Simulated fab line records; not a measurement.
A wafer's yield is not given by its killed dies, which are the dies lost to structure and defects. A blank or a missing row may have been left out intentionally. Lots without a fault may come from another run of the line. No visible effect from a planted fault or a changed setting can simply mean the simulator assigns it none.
Split-lot trial + flow sfq-line + 23 wafers read across 5 lots, on a route 325 steps long

ABOUT THE SPLIT
At SFQ_TRILAYER_M1_LITHO_COAT_039 (resist thk 600 nm), the setting resist-thk-nm was moved away from the recipe's 600 nm on 6 of the 23 wafers read, by -1.8% to +5.6%. This setting was run at the recipe's value on the other wafers.

Reading taken at the split's own step.

THE READING
KrF_of_TRILAYER_M1_LITHO_COAT_039.thk-nm (the simulator's own value, which no gauge read), in nm, at SFQ_TRILAYER_M1_LITHO_COAT_039 (resist thk 600 nm). The file does not state a usual value for it. The 17 wafers here that ran the recipe average 599.0 nm, standard deviation 1.2 nm.

| wafer  | tool, chamber at the split | resist-thk-nm as run, nm | against the recipe | KrF_of_TRILAYER_M1_LITHO_COAT_039.thk-nm, nm | against lot-mates on the recipe |
|--------|----------------------------|--------------------------|--------------------|----------------------------------------------|---------------------------------|
| L078.2 | litho-track-04, 0          | 600                      | recipe             | 597.2                                        | -                               |
| L078.3 | litho-track-04, 0          | 633.6                    | +5.6%              | 633.1                                        | +35.2                           |
| L078.4 | litho-track-04, 0          | 633.6                    | +5.6%              | 631.7                                        | +33.8                           |
| L078.5 | litho-track-04, 0          | 600                      | recipe             | 598.7                                        | -                               |
| L078.6 | litho-track-04, 0          | 600                      | recipe             | 597.8                                        | -                               |
| L079.1 | litho-track-04, 0          | 600                      | recipe             | 601.3                                        | -                               |
| L079.2 | litho-track-04, 0          | 600                      | recipe             | 600                                          | -                               |
| L079.3 | litho-track-04, 0          | 600                      | recipe             | 601                                          | -                               |
| L081.1 | litho-track-01, 0          | 600                      | recipe             | 599.7                                        | -                               |
| L081.2 | litho-track-01, 0          | 600                      | recipe             | 599.3                                        | -                               |
| L081.4 | litho-track-01, 0          | 631.6                    | +5.3%              | 629.3                                        | +29.6                           |
| L081.5 | litho-track-01, 0          | 600                      | recipe             | 600.1                                        | -                               |
| L081.6 | litho-track-01, 0          | 631.6                    | +5.3%              | 629.4                                        | +29.7                           |
| L083.1 | litho-track-04, 0          | 600                      | recipe             | 598.5                                        | -                               |
| L083.3 | litho-track-04, 0          | 600                      | recipe             | 599.4                                        | -                               |
| L083.4 | litho-track-04, 0          | 600                      | recipe             | 596.9                                        | -                               |
| L083.5 | litho-track-04, 0          | 600                      | recipe             | 597.7                                        | -                               |
| L083.6 | litho-track-04, 0          | 600                      | recipe             | 597.4                                        | -                               |
| L084.1 | litho-track-03, 0          | 600                      | recipe             | 599.3                                        | -                               |
| L084.2 | litho-track-03, 0          | 589.4                    | -1.8%              | 589.5                                        | -9.9                            |
| L084.3 | litho-track-03, 0          | 600                      | recipe             | 599.4                                        | -                               |
| L084.5 | litho-track-03, 0          | 589.4                    | -1.8%              | 588.2                                        | -11.2                           |
| L084.6 | litho-track-03, 0          | 600                      | recipe             | 599.6                                        | -                               |

THE FIT
A straight line over all 23 wafers: KrF_of_TRILAYER_M1_LITHO_COAT_039.thk-nm changes by +5.86 nm for each +1% of resist-thk-nm; r = +1.00; the points scatter about the line by 1.2 nm.
The same after taking each lot's own level away (the mean of its wafers on the recipe; 23 wafers): +5.92 nm for each +1%; r = +1.00; scatter 0.89 nm.
The reading moves by 33 nm for the largest change in resist-thk-nm, on that fit.
Across the lots, their own levels run from 597.90 to 600.77 nm, a range of 2.3 times the standard deviation given above.
The two slopes agree, so the slope changes little with the lot-to-lot level.
Check: for one of the wafers moved furthest among these (+5.6%), held out of the fit, the line's prediction against its lot-mates is +32.4 nm. It came out at +35.2 nm against them.

THE OTHER SPLITS THESE WAFERS WENT THROUGH
Note: prior to the reading, these wafers also went through further splits. Each is held against what the fit with the lots' levels taken away leaves over:
| other split on the same wafers                   | wafers away from the commonest value | r with KrF_of_TRILAYER_M1_LITHO_COAT_039.thk-nm (lot level and that fit taken away) |
|--------------------------------------------------|--------------------------------------|-------------------------------------------------------------------------------------|
| SFQ_TRILAYER_L0_LITHO_COAT_010 spin-rpm          | 8                                    | +0.11                                                                               |
| SFQ_TRILAYER_L0_BARC_OPEN_METAL_ETCH_010 time-s  | 9                                    | +0.16                                                                               |
| SFQ_TRILAYER_L0_VIA_LITHO_EXPOSE_014 dose-mj     | 8                                    | -0.09                                                                               |
| SFQ_TRILAYER_M0_DEP_SPUTTER_019 time-s           | 7                                    | +0.16                                                                               |
| SFQ_TRILAYER_M0_LITHO_PEB_024 peb-time-s         | 7                                    | +0.39                                                                               |
| SFQ_TRILAYER_I0_VIA_LITHO_COAT_031 resist-thk-nm | 11                                   | -0.11                                                                               |
| SFQ_TRILAYER_I0_VIA_LITHO_EXPOSE_032 dose-mj     | 12                                   | +0.06                                                                               |

FILE'S OWN FIT
KrF_of_TRILAYER_M1_LITHO_COAT_039.thk-nm changes by +5.91 nm for each +1% of resist-thk-nm, r = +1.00.
